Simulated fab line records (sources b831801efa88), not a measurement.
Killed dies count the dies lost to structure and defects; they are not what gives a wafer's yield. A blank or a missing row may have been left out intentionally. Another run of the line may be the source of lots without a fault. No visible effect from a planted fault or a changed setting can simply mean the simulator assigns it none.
Code-filled problem report in 8D (eight disciplines) form    flow gf180mcu    the parts of the form that need people (team, actions taken, sign-off) are left out

== 1. WHAT IS WRONG ==
V5_W_RS at GF_V5_RS_MEAS_24 reads a mean of 0.509 ohm/sq on 2 wafers of 1 lot; wafers without a fault read 0.329 ohm/sq with a standard deviation of 0.0031. Relative to the usual mean, that is a shift of +58 standard deviations.
The step: measures by four-point-probe.
First seen on wafer L300.2, day 31 20:33, on filmMetro-02. The record holds 14 wafers of 5 lots with a number at this step. Rule for "out" (also "out of limits"): further than 4 standard deviations from the usual mean. The other wafers with a number count as sound.

== 2. WHAT IT IS AND WHAT IT IS NOT ==
question                     is                      is not
which readings at this step  V5_W_RS                 -
which lots                   L300                    L295, L296, L306, L307
which wafers of those lots   all that have a number  -
read on which gauges         filmMetro-02            filmMetro-03
when                         from day 31 20:33       up to then (6 sound wafers); but 6 sound wafers of L306, L307 came after

== 3. SUSPECTS, AND WHAT RULES EACH OUT ==
Counting: any tool at a process step up to the reading is kept as a suspect provided that every lot that is out went through it and no sound lot did after the first of them.
- the gauge at GF_V5_RS_MEAS_24 has been ruled out. All the wafers that are out were read on filmMetro-02, but those of them that GF_V5_CMP_26 has rows for are out there too, on other tools.
- rieDiel-04 at GF_V5_ETCH_16 (etches BARC in N2/H2): kept. It ran the lot that is out, L300 (day 31 19:38), and no sound lot after that; its last sound lot up to then is L296 (day 30 18:38).
- plasmaAsher-03 at GF_V5_STRIP_18 (strips in O2/N2): ruled out as a lasting fault. Sound lots L306, L307 ran on it after its first lot that is out, L300 (day 31 19:47).
- pvdSputter-03 at GF_V5_SPUTTER_21 (material Ti, target thk 15 nm, time 80.02 s): ruled out as a lasting fault. Sound lots L307 ran on it after its first lot that is out, L300 (day 31 20:19).
- pvdSputter-03 at GF_V5_SPUTTER_22 (material TiN, target thk 10 nm, time 40 s): ruled out as a lasting fault. Sound lots L307 ran on it after its first lot that is out, L300 (day 31 20:23).
- cvdW-01 at GF_V5_CVD_23 (deposits W, target thk 350 nm, time 104.9 s): kept. It ran the lot that is out, L300 (day 31 20:25), and no sound lot after that; its last sound lot up to then is L296 (day 30 19:25).
After counting, rieDiel-04 at GF_V5_ETCH_16 and cvdW-01 at GF_V5_CVD_23 remain.

== 4. THE CAUSE (what the simulator had put in) ==
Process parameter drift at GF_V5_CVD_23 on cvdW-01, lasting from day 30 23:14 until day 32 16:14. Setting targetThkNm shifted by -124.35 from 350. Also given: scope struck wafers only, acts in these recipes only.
This tool is one of the 2 suspects left after counting.

== 5. THE EFFECT CHAIN, in route order ==
Rows list readings where the struck wafers' mean (over those with a number) sits beyond 3 standard deviations from the usual. Only readings for which the record gives a usual standard deviation are gone through. hours: the time from each lot's start at the first step in this table that gives one to its start at this step, as a median over the lots. sigmas: the change in usual standard deviations.
hours  step               reading          usual         on struck wafers  change  sigmas
0      GF_V5_RS_MEAS_24   V5_W_RS          0.329 ohm/sq  0.509             +0.180  +58
0      GF_V5_THK_MEAS_25  V5_W_THK         342 nm        224               -118    -33
0      GF_V5_CMP_26       timeToEndpointS  86 s          58                -28     -9.0
Process steps it contains:
- GF_V5_CMP_26: polishes, stops on SiO2, t overpolish 15 s, target thk 0 nm.

== 6. WHAT WOULD HAVE CAUGHT IT SOONER ==
21 hours passed between the start of the fault at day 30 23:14 and the first reading out of limits at a measuring or inspecting step in this record, taken at day 31 20:33.
Tool readings at GF_V5_CVD_23 with a usual standard deviation given in the record: none out on any struck wafer, hence no alarm at a limit of 4 standard deviations on them.
By day 31 20:33 the whole set of lots that are out, 1 in number, had already begun GF_V5_CVD_23 on cvdW-01. Tool hold at that time: it would have spared none of them.
